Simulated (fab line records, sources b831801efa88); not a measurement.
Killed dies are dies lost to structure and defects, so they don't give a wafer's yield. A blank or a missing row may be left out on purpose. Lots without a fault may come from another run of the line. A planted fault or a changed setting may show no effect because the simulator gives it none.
Tool commonality check | flow sky130 | 11 lots, 33 wafers sampled

WHY IT WAS OPENED
At SKY_PASSIVATION_THK_MEAS_03 the reading PASSIVATION_CVD_02_THK is flagged on 2 of 11 lots. Wafers without a fault read 543 nm, standard deviation 7.5.
Rule: a lot is flagged when every wafer of it that has a number lies more than 4 standard deviations from that mean, or none has a number. The other lots count as sound.

lot  | measured     | on            | PASSIVATION_CVD_02_THK (nm), wafer by wafer | flag
L145 | day 43 23:34 | film_metro-03 | 546 553 559                                 |
L147 | day 45 12:01 | film_metro-04 | 542 562 550                                 |
L146 | day 45 12:03 | film_metro-02 | 533 545 551                                 |
L150 | day 45 19:02 | film_metro-04 | 543 552 554                                 |
L151 | day 46 03:31 | film_metro-03 | 535 536 542                                 |
L154 | day 46 06:19 | film_metro-04 | 531 546 536                                 |
L155 | day 46 17:23 | film_metro-04 | 529 549 550                                 |
L156 | day 46 19:07 | film_metro-03 | 529 544 551                                 |
L157 | day 47 03:08 | film_metro-03 | 540 534 553                                 |
L166 | day 49 06:49 | film_metro-04 | 600 598 611                                 | FLAGGED
L167 | day 49 09:37 | film_metro-03 | 592 596 610                                 | FLAGGED
The numbers of the flagged lots are 601 nm on average: +58 nm against the usual, or +8 standard deviations.

WHICH TOOL RAN EACH LOT
The record holds 3 process steps before the reading, out of a route of 708 steps. In each cell: the tool, then ch and the chambers that the sampled wafers went through, then the start.
lot  | flag    | SKY_METAL4_DESCUM_15              | SKY_METAL5_STRIP_16                  | SKY_PASSIVATION_CVD_02
L145 |         | rie_metal-01 ch 0,1, day 41 21:36 | plasma_asher-03 ch 0,1, day 43 22:37 | pecvd-02 ch 1,2, day 43 23:21
L147 |         | rie_metal-03 ch 1, day 43 11:33   | plasma_asher-01 ch 0,1, day 45 11:07 | pecvd-02 ch 0,1,2, day 45 11:47
L146 |         | rie_metal-03 ch 0,1, day 43 10:33 | plasma_asher-04 ch 0,1, day 45 11:05 | pecvd-04 ch 0,1,2, day 45 11:49
L150 |         | rie_metal-02 ch 0,1, day 43 17:59 | plasma_asher-03 ch 0,1, day 45 18:02 | pecvd-02 ch 0,2, day 45 18:49
L151 |         | rie_metal-01 ch 0,1, day 44 04:10 | plasma_asher-03 ch 0,1, day 46 02:07 | pecvd-01 ch 0,1,2, day 46 03:16
L154 |         | rie_metal-03 ch 0,1, day 44 08:21 | plasma_asher-01 ch 0,1, day 46 05:25 | pecvd-01 ch 0,1,2, day 46 06:05
L155 |         | rie_metal-02 ch 0,1, day 44 18:32 | plasma_asher-03 ch 0,1, day 46 16:06 | pecvd-01 ch 0,1,2, day 46 17:08
L156 |         | rie_metal-03 ch 0,1, day 44 20:36 | plasma_asher-01 ch 0,1, day 46 18:10 | pecvd-04 ch 0,2, day 46 18:53
L157 |         | rie_metal-03 ch 1, day 45 06:09   | plasma_asher-03 ch 0,1, day 47 01:53 | pecvd-01 ch 0,2, day 47 02:55
L166 | FLAGGED | rie_metal-01 ch 0,1, day 47 14:01 | plasma_asher-03 ch 0,1, day 49 05:29 | pecvd-04 ch 0,2, day 49 06:34
L167 | FLAGGED | rie_metal-03 ch 0,1, day 47 16:36 | plasma_asher-01 ch 0,1, day 49 08:38 | pecvd-04 ch 0,1,2, day 49 09:24
What these steps do:
- SKY_METAL4_DESCUM_15: chemistry O2, time 8 s.
- SKY_METAL5_STRIP_16: strips in O2/N2.
- SKY_PASSIVATION_CVD_02: deposits Si3N4, target thk 540 nm.
- SKY_PASSIVATION_THK_MEAS_03

FLAGGED OVER TOTAL, TOOL BY TOOL (the gauges that took the reading come last)
step                        | tool            | lots run | flagged | share of the flagged lots | sound lots run after its first flagged lot
SKY_METAL4_DESCUM_15        | rie_metal-01    | 3        | 1       | some                      | 0
SKY_METAL4_DESCUM_15        | rie_metal-02    | 2        | 0       | none                      | -
SKY_METAL4_DESCUM_15        | rie_metal-03    | 6        | 1       | some                      | 0
SKY_METAL5_STRIP_16         | plasma_asher-01 | 4        | 1       | some                      | 0
SKY_METAL5_STRIP_16         | plasma_asher-03 | 6        | 1       | some                      | 0
SKY_METAL5_STRIP_16         | plasma_asher-04 | 1        | 0       | none                      | -
SKY_PASSIVATION_CVD_02      | pecvd-01        | 4        | 0       | none                      | -
SKY_PASSIVATION_CVD_02      | pecvd-02        | 3        | 0       | none                      | -
SKY_PASSIVATION_CVD_02      | pecvd-04        | 4        | 2       | all                       | 0
SKY_PASSIVATION_THK_MEAS_03 | film_metro-02   | 1        | 0       | none                      | -
SKY_PASSIVATION_THK_MEAS_03 | film_metro-03   | 5        | 1       | some                      | 0
SKY_PASSIVATION_THK_MEAS_03 | film_metro-04   | 5        | 1       | some                      | 0

WHAT THE TABLE ALLOWS
1 row of the table ran every flagged lot: pecvd-04 at SKY_PASSIVATION_CVD_02.
- pecvd-04 at SKY_PASSIVATION_CVD_02: 2 of its 4 lots flagged. Its last sound lot is L156 (day 46 18:53), its first flagged lot L166 (day 49 06:34): a fault that began between those two fits. Its own readings lie more than 4 standard deviations out on every wafer of the flagged lots: rf_fwd_power_W.
One tool is left: pecvd-04 at SKY_PASSIVATION_CVD_02.

WHAT THE SIMULATOR HAD PUT IN
Process parameter drift: pecvd-04, from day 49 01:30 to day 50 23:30, at SKY_PASSIVATION_CVD_02. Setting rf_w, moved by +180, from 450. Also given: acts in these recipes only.
Lots struck among those shown: L166, L167. The rule above found the same.
